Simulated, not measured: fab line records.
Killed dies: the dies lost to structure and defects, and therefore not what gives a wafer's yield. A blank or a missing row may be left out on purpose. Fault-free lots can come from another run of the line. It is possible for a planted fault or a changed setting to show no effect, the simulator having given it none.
Comparing a struck lot with a sound one	flow sky130	21 out of 708 route steps
Sound: these wafers, L890.3, L890.5, L890.6. Struck: wafers L898.3, L898.4, L898.6. At the end, the cause is stated.
At each step with rows: each side's tool, then ch and its chambers, then its first start. Under that, the readings that differ: sound wafers	struck wafers	difference of the means	sigmas: that difference in standard deviations of wafers without a fault.
alike: a reading whose means differ by less than 2 such deviations, as well as words and numbers matching on both sides. not compared: withheld readings; readings where some wafer has no value; bounds like >300 that might hide an equal value; numbers whose values overlap and for which the record gives no deviation.
A row with sigmas, a row that says differs or no value, or rows on one side alone: a step with any of these is where the two part. Non-overlapping numbers with no deviation appear without sigmas and do not part them. Lack of a reading on every wafer of one side parts them only where that side has two or more wafers.

first, 1 step without rows for these wafers: SKY_RES_XHIGH_IMPLANT_07.
SKY_RES_XHIGH_STRIP_08: strips in O2/N2.
  sound on plasma_asher-04 ch 0,1, day 29 03:45; struck on plasma_asher-01 ch 0,1, day 32 17:19
  alike: drypump_motor_current_A, oes_product_au, strip_time_to_endpoint_s
  not compared: rf_hours_counter_h
SKY_RES_XHIGH_TW_MEAS_09:
  sound on film_metro-02 at day 29 03:50; struck on film_metro-04 at day 32 17:24
reading	sound	struck	difference	sigmas
RES_XHIGH_TW	1675 1672 1678	1627 1617 1634	-49	-2
then, 7 steps without rows for these wafers: SKY_SD_N_DEHYDRATE_00 (time 60 s); SKY_SD_N_HMDS_01 (prime time 60 s); SKY_SD_N_COAT_02 (resist thk 1140 nm); SKY_SD_N_SOFTBAKE_03 (time 60 s); SKY_SD_N_EXPOSE_04 (exposes mask NSDM, target cd 380 nm); SKY_SD_N_PEB_05; SKY_SD_N_DEVELOP_06 (develop time 60 s).
SKY_SD_N_CD_MEAS_07 targets a cd of 380 nm.
  sound on cd_sem-02 at day 30 06:14; struck on cd_sem-02 at day 33 20:22
  alike: cd_nm
SKY_SD_N_OVL_MEAS_08:
  sound on overlay-01 at day 30 06:19; struck on overlay-02 at day 33 20:28
  alike: SD_N_OVL
SKY_SD_N_IMPLANT_09:
  sound on implanter-01 ch 0, day 30 06:24; struck on implanter-01 ch 0, day 33 20:52
  alike: end_station_pressure_torr
then, 1 step without rows for these wafers: SKY_SD_N_IMPLANT_10.
SKY_SD_N_STRIP_11: strips in O2/N2.
  sound on plasma_asher-02 ch 0,1, day 30 06:41; struck on plasma_asher-04 ch 0,1, day 33 21:08
reading	sound	struck	difference	sigmas
oes_product_au (a.u.)	0.528 0.532 0.528	0.521 0.511 0.511	-0.015	-4
strip_time_to_endpoint_s (s)	22.50 22.51 22.48	23.82 23.80 23.82	+1.32	+33
  alike: drypump_motor_current_A
  not compared: rf_hours_counter_h
SKY_SD_N_TW_MEAS_12:
  sound on film_metro-03 at day 30 06:46; struck on film_metro-04 at day 33 21:16
  alike: SD_N_TW
then, 1 step without rows for these wafers: SKY_SD_N_CLEAN_13 (cleans in SC1/SC2, time 150 s).
SKY_SD_N_RTA_14: time 2 s.
  sound on rtp_anneal-01 ch 0, day 30 06:53; struck on rtp_anneal-01 ch 0, day 33 21:23
  alike: lamp_power_pct, ramp_up_c_per_s, wafer_temp_C_max
SKY_SD_N_RS_MEAS_16: a four-point-probe measurement.
  sound on film_metro-02 at day 30 07:05; struck on film_metro-02 at day 33 21:35
reading	sound	struck	difference	sigmas
SD_N_RS (ohm/sq)	68.61 68.70 68.43	63.96 63.86 63.94	-4.66	-42
SKY_SD_N_RS_MEAS_17: a four-point-probe measurement.
  sound on film_metro-02 at day 30 07:12; struck on film_metro-02 at day 33 21:42
  alike: SD_P_RS
-- a jump in the record: the struck wafers' starts before and after are 16 days apart (it breaks off in module SD_N and resumes in module PAD_OPEN, where the first step shown is number 708 of the route) --
SKY_PAD_OPEN_PROBE_99:
  sound on prober-01 at day 47 12:40; struck on prober-01 at day 49 19:59
reading	sound	struck	difference	sigmas
model.etest.res_ndiff.line_ohm_um	749.7 762.6 757.8	640.4 643.5 640.1	-115.4	
model.etest.nfet_g5v0d10v5.r_on_ohm_um	1893 1902 1907	1782 1789 1811	-107	
model.etest.sonos_uncharged.r_on_ohm_um	823.2 832.5 816.3	743.8 736.5 738.1	-84.5	
model.etest.nfet_01v8.r_on_ohm_um	869.9 865.2 850.4	784.8 812.2 809.3	-59.7	
model.etest.nfet_01v8_lvt.drive_ua_um	547.3 556.2 555.9	620.5 603.7 608.4	+57.7	
model.etest.licon_ndiff.rc_ohm	189.4 192.2 189.5	163.4 159.1 157.3	-30.4	
model.etest.sram_nfet_pass.drive_ua_um	464.5 461.8 460.2	532 519.9 523.8	+63	
model.etest.nfet_01v8.drive_ua_um	478.8 483.5 484.4	536.1 525.1 523.9	+46.1	
  alike: killed_at_M0_to_M3, killed_at_M4_up, killed_at_contacts, killed_at_front_end, killed_at_other, killed_dies, killed_open, killed_short

## WHERE THEY PART
Last at SKY_SD_N_RS_MEAS_16 as far as this record goes, first at SKY_RES_XHIGH_TW_MEAS_09. Later steps at which nothing parts them and some readings are alike: SKY_SD_N_RS_MEAS_17, SKY_PAD_OPEN_PROBE_99.

WHY: the cause the simulator had injected
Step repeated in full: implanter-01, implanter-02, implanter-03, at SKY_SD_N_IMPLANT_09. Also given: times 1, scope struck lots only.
